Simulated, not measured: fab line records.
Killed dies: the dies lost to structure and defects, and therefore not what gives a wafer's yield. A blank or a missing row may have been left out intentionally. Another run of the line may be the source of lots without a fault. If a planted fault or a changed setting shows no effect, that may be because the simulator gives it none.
fab line records | flow sky130
[record] lots = 13 wafers = 39 last-day = 50
route steps=708 shown LDD_P@264 CONTACT@409
lots that met no fault: taken from a fault-free run of the same line
start-h: start of the lot's first displayed wafer, in hours after the record's first day | wait-h: hours since the lot's step before | " as in the row above | L1.1+2: several wafers, shown together as one row | - no value present, or no start provided | * or withheld: withheld | < > ~ a bound
route shown NAME@n: NAME is a module with steps in the file, n the number in the route of the first one | usual: average and standard deviation across the fault-free wafers | same: alike in all rows | chamber/n: place in a boat | sites: each site's reading | _std_site: their standard deviation | _edge_site: outer sites' mean less inner sites' | radius-mm: how far each site lies from the wafer's centre | mask NAME#n: copy n | behind: tool/chamber where the wafer was last shaped | hold: why the lot went on hold/how many hours it stayed there/how the hold came to an end | device: which transistor (n, p or np) failed to switch | end of line: at the end of the route, the tests of the same wafers | a step without rows: its recipe alone | killed: not the wafer's yield, but the dies lost to structure and defects at the first sort | map: shows each die of a wafer: x if killed, . if not, _ if none is there
set.NAME: the setting that was run; set.NAME@STEP: the one run at that earlier step | model.NAME: the simulator's own value behind a step, which no gauge read
steps of the route over a sample of lots; a table a step, a row a wafer
services: the hour from which a tool's chamber was out of use, counted from the record's first day as start-h (under 0 if before that day), plus the number of hours and why
[[steps]]
[step SKY_LDD_P_IMPLANT_09]
[recipe] species = BF2 energy-kev = 25 dose-cm2 = 1e+13 tilt-deg = withheld
[usual] beam-on-s = 9.98/0.21 end-station-pressure-torr = 5.04e-06/2.5e-07 faraday-current-uA = 56.5/1.2
// columns lot.wafer tool chamber start-h wait-h beam-on-s end-station-pressure-torr faraday-current-uA
L192.2 implanter-04 0 424.09 0.0 9.74 4.81e-06 57.9
L192.5 " 0 " " 10.25 4.41e-06 55.1
L192.6 " 0 " " 9.50 4.96e-06 59.0
L194.3 implanter-01 0 440.77 0.1 10.05 4.92e-06 56.2
L194.4 " 0 " " 9.75 4.71e-06 57.8
L194.5 " 0 " " 9.53 5.05e-06 59.1
L197.1 implanter-04 0 470.26 0.0 9.91 4.84e-06 56.9
L197.2 " 0 " " 9.99 5.33e-06 56.3
L197.3 " 0 " " 9.90 5.32e-06 57.0
L198.1 implanter-02 0 480.72 0.0 10.31 5.11e-06 55.0
L198.2 " 0 " " 9.93 4.76e-06 57.0
L198.6 " 0 " " 9.85 5.34e-06 57.0
L199.1 implanter-01 0 494.21 0.0 9.98 5.14e-06 56.4
L199.2 " 0 " " 9.73 4.28e-06 57.8
L199.5 " 0 " " 9.73 5.1e-06 58.0
L200.1 implanter-02 0 524.27 0.0 9.98 4.71e-06 56.5
L200.4 " 0 " " 9.93 5.4e-06 56.8
L200.6 " 0 " " 10.26 4.73e-06 54.9
L201.1 implanter-02 0 530.51 0.0 9.77 4.99e-06 57.8
L201.3 " 0 " " 10.16 5.06e-06 55.5
L201.5 " 0 " " 10.00 4.75e-06 56.7
L205.3 implanter-02 0 548.57 0.1 7.69 4.88e-06 73.7
L205.4 " 0 " " 7.57 5.02e-06 74.3
L205.6 " 0 " " 8.08 5.15e-06 70.2
L207.4 implanter-02 0 564.39 0.1 8.04 4.58e-06 70.3
L207.5 " 0 " " 7.72 5.14e-06 73.2
L207.6 " 0 " " 7.63 4.66e-06 73.9
L211.1 implanter-04 0 600.41 0.0 9.95 4.98e-06 56.7
L211.3 " 0 " " 10.07 5.45e-06 56.1
L211.4 " 0 " " 9.72 4.96e-06 58.0
L213.2 implanter-01 0 608.75 0.0 10.25 5.58e-06 55.4
L213.4 " 0 " " 9.85 4.87e-06 57.2
L213.5 " 0 " " 9.71 5.02e-06 57.9
L214.1 implanter-01 0 617.81 0.0 10.30 4.89e-06 54.4
L214.3 " 0 " " 9.85 5.14e-06 57.3
L214.5 " 0 " " 9.95 5.38e-06 56.7
L215.2 implanter-04 0 631.09 0.0 9.88 5.56e-06 57.0
L215.3 " 0 " " 10.36 5.24e-06 54.5
L215.6 " 0 " " 9.99 4.92e-06 56.2
[step SKY_LDD_P_TW_MEAS_11]
[usual] LDD_P_TW = 635/6.3
// columns lot.wafer tool chamber start-h wait-h LDD_P_TW
L192.2 film-metro-04 - 424.32 0.1 630
L192.5 " - " " 626
L192.6 " - " " 627
L194.3 film-metro-02 - 440.99 0.1 638
L194.4 " - " " 636
L194.5 " - " " 637
L197.1 film-metro-01 - 470.51 0.1 627
L197.2 " - " " 632
L197.3 " - " " 628
L198.1 film-metro-02 - 480.97 0.1 642
L198.2 " - " " 638
L198.6 " - " " 639
L199.1 film-metro-01 - 494.46 0.1 629
L199.2 " - " " 634
L199.5 " - " " 629
L200.1 film-metro-01 - 524.52 0.1 625
L200.4 " - " " 628
L200.6 " - " " 628
L201.1 film-metro-04 - 530.76 0.1 629
L201.3 " - " " 628
L201.5 " - " " 631
L205.3 film-metro-02 - 548.79 0.1 587
L205.4 " - " " 584
L205.6 " - " " 586
L207.4 film-metro-02 - 564.60 0.1 592
L207.5 " - " " 593
L207.6 " - " " 588
L211.1 film-metro-02 - 600.66 0.1 642
L211.3 " - " " 641
L211.4 " - " " 640
L213.2 film-metro-02 - 608.99 0.1 642
L213.4 " - " " 641
L213.5 " - " " 642
L214.1 film-metro-02 - 618.06 0.1 640
L214.3 " - " " 641
L214.5 " - " " 641
L215.2 film-metro-01 - 631.32 0.1 634
L215.3 " - " " 635
L215.6 " - " " 633
[step SKY_CONTACT_THK_MEAS_03]
[recipe] reads = SiO2_of_CONTACT_HDPCVD_02
[usual] CONTACT_HDPCVD_THK = 567/5.5
// columns lot.wafer tool chamber start-h wait-h CONTACT_HDPCVD_THK[nm]
L192.2 film-metro-03 - 697.67 0.0 562
L192.5 " - " " 571
L192.6 " - " " 562
L194.3 film-metro-03 - 714.34 0.1 564
L194.4 " - " " 566
L194.5 " - " " 559
L197.1 film-metro-04 - 739.89 0.0 578
L197.2 " - " " 570
L197.3 " - " " 571
L198.1 film-metro-03 - 749.33 0.0 565
L198.2 " - " " 571
L198.6 " - " " 567
L199.1 film-metro-03 - 761.61 0.0 567
L199.2 " - " " 567
L199.5 " - " " 566
L200.1 film-metro-03 - 786.03 0.0 562
L200.4 " - " " 565
L200.6 " - " " 563
L201.1 film-metro-01 - 801.63 0.0 573
L201.3 " - " " 576
L201.5 " - " " 569
L205.3 film-metro-01 - 810.10 0.1 567
L205.4 " - " " 564
L205.6 " - " " 567
L207.4 film-metro-03 - 825.47 0.0 568
L207.5 " - " " 571
L207.6 " - " " 569
L211.1 film-metro-04 - 856.64 0.0 573
L211.3 " - " " 573
L211.4 " - " " 580
L213.2 film-metro-03 - 865.79 0.0 571
L213.4 " - " " 563
L213.5 " - " " 567
L214.1 film-metro-01 - 874.04 0.0 577
L214.3 " - " " 571
L214.5 " - " " 565
L215.2 film-metro-04 - 883.48 0.0 573
L215.3 " - " " 563
L215.6 " - " " 571
[step SKY_CONTACT_OVL_MEAS_15]
[usual] CONTACT_OVL = -3/5
// columns lot.wafer tool chamber start-h wait-h CONTACT_OVL[nm]
L192.2 overlay-01 - 726.33 0.1 -7
L192.5 " - " " 1
L192.6 " - " " 3
L194.3 overlay-01 - 743.04 0.1 6
L194.4 " - " " 2
L194.5 " - " " 8
L197.1 overlay-02 - 768.28 0.1 -2
L197.2 " - " " 0
L197.3 " - " " 6
L198.1 overlay-02 - 777.78 0.1 1
L198.2 " - " " -4
L198.6 " - " " -2
L199.1 overlay-01 - 789.33 0.1 -1
L199.2 " - " " -2
L199.5 " - " " 0
L200.1 overlay-02 - 813.23 0.1 -1
L200.4 " - " " -6
L200.6 " - " " 3
L201.1 overlay-01 - 828.58 0.1 2
L201.3 " - " " -2
L201.5 " - " " -10
L205.3 overlay-02 - 837.44 0.1 -6
L205.4 " - " " -8
L205.6 " - " " -1
L207.4 overlay-02 - 852.50 0.1 2
L207.5 " - " " 5
L207.6 " - " " -1
L211.1 overlay-01 - 883.54 0.1 -10
L211.3 " - " " -8
L211.4 " - " " -9
L213.2 overlay-02 - 892.39 0.1 -4
L213.4 " - " " -11
L213.5 " - " " -6
L214.1 overlay-02 - 900.38 0.1 -3
L214.3 " - " " -2
L214.5 " - " " 0
L215.2 overlay-02 - 909.13 0.1 -10
L215.3 " - " " -12
L215.6 " - " " -7
[step SKY_CONTACT_RS_MEAS_25]
[recipe] thk-meas-gauge = four-point-probe reads = W_of_CONTACT_CVD_24+TiN_of_CONTACT_SPUTTER_23
[usual] CONTACT_W_RS = 0.339/0.003
// columns lot.wafer tool chamber start-h wait-h CONTACT_W_RS[ohm/sq]
L192.2 film-metro-01 - 727.28 0.1 0.334
L192.5 " - " " 0.339
L192.6 " - " " 0.336
L194.3 film-metro-01 - 744.03 0.1 0.336
L194.4 " - " " 0.342
L194.5 " - " " 0.343
L197.1 film-metro-03 - 769.21 0.1 0.339
L197.2 " - " " 0.340
L197.3 " - " " 0.340
L198.1 film-metro-04 - 778.86 0.1 0.342
L198.2 " - " " 0.339
L198.6 " - " " 0.344
L199.1 film-metro-04 - 790.37 0.2 0.333
L199.2 " - " " 0.334
L199.5 " - " " 0.335
L200.1 film-metro-03 - 814.17 0.1 0.342
L200.4 " - " " 0.336
L200.6 " - " " 0.339
L201.1 film-metro-03 - 829.52 0.1 0.343
L201.3 " - " " 0.337
L201.5 " - " " 0.342
L205.3 film-metro-01 - 838.40 0.1 0.341
L205.4 " - " " 0.336
L205.6 " - " " 0.343
L207.4 film-metro-01 - 853.48 0.1 0.335
L207.5 " - " " 0.337
L207.6 " - " " 0.338
L211.1 film-metro-04 - 884.55 0.1 0.339
L211.3 " - " " 0.335
L211.4 " - " " 0.337
L213.2 film-metro-01 - 893.35 0.1 0.339
L213.4 " - " " 0.340
L213.5 " - " " 0.339
L214.1 film-metro-04 - 901.36 0.1 0.338
L214.3 " - " " 0.338
L214.5 " - " " 0.332
L215.2 film-metro-01 - 910.08 0.1 0.342
L215.3 " - " " 0.339
L215.6 " - " " 0.344
[[services]]
// columns tool chamber start-h hours kind
implanter-04 - 462.42 2.4 repair
implanter-01 - 466.66 2.1 repair
implanter-01 - 473.91 6.2 pm
implanter-01 - 498.14 5.4 repair
implanter-01 - 510.21 4.1 repair
implanter-04 - 540.04 0.6 repair
implanter-04 - 543.21 3.2 pm
implanter-02 - 588.16 3.8 pm
[[key]]
[first-sign] step = SKY_LDD_P_IMPLANT_09 reading = faraday-current-uA direction = up sigmas = 14 usual = 56.5 struck = 72.6
[effect] step = SKY_LDD_P_IMPLANT_09 reading = beam-on-s direction = down sigmas = 10 usual = 9.98 struck = 7.79
[effect] step = SKY_LDD_P_TW_MEAS_11 reading = LDD_P_TW direction = down sigmas = 7.5 usual = 635 struck = 588
met-at SKY_LDD_P_IMPLANT_09
struck-lots L205,L207
tester-left-out L205,L207
not-acting-at SKY_CONTACT_THK_MEAS_03,SKY_CONTACT_OVL_MEAS_15,SKY_CONTACT_RS_MEAS_25
onset-between 530.51 548.57
[fault] kind = process-parameter-drift tool = implanter-02 chamber = - onset-h = 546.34 steps = SKY_LDD_P_IMPLANT_09 channel = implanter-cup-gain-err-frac offset = 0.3 shape = step end-h = 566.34
// tester-left-out: of these lots the tester's yield and bins aren't shown, on N5 and GAA mostly nor the transistor test; their killed dies are dies lost to structure and defects alone, not to doping, threshold or leakage, so they don't give the yield
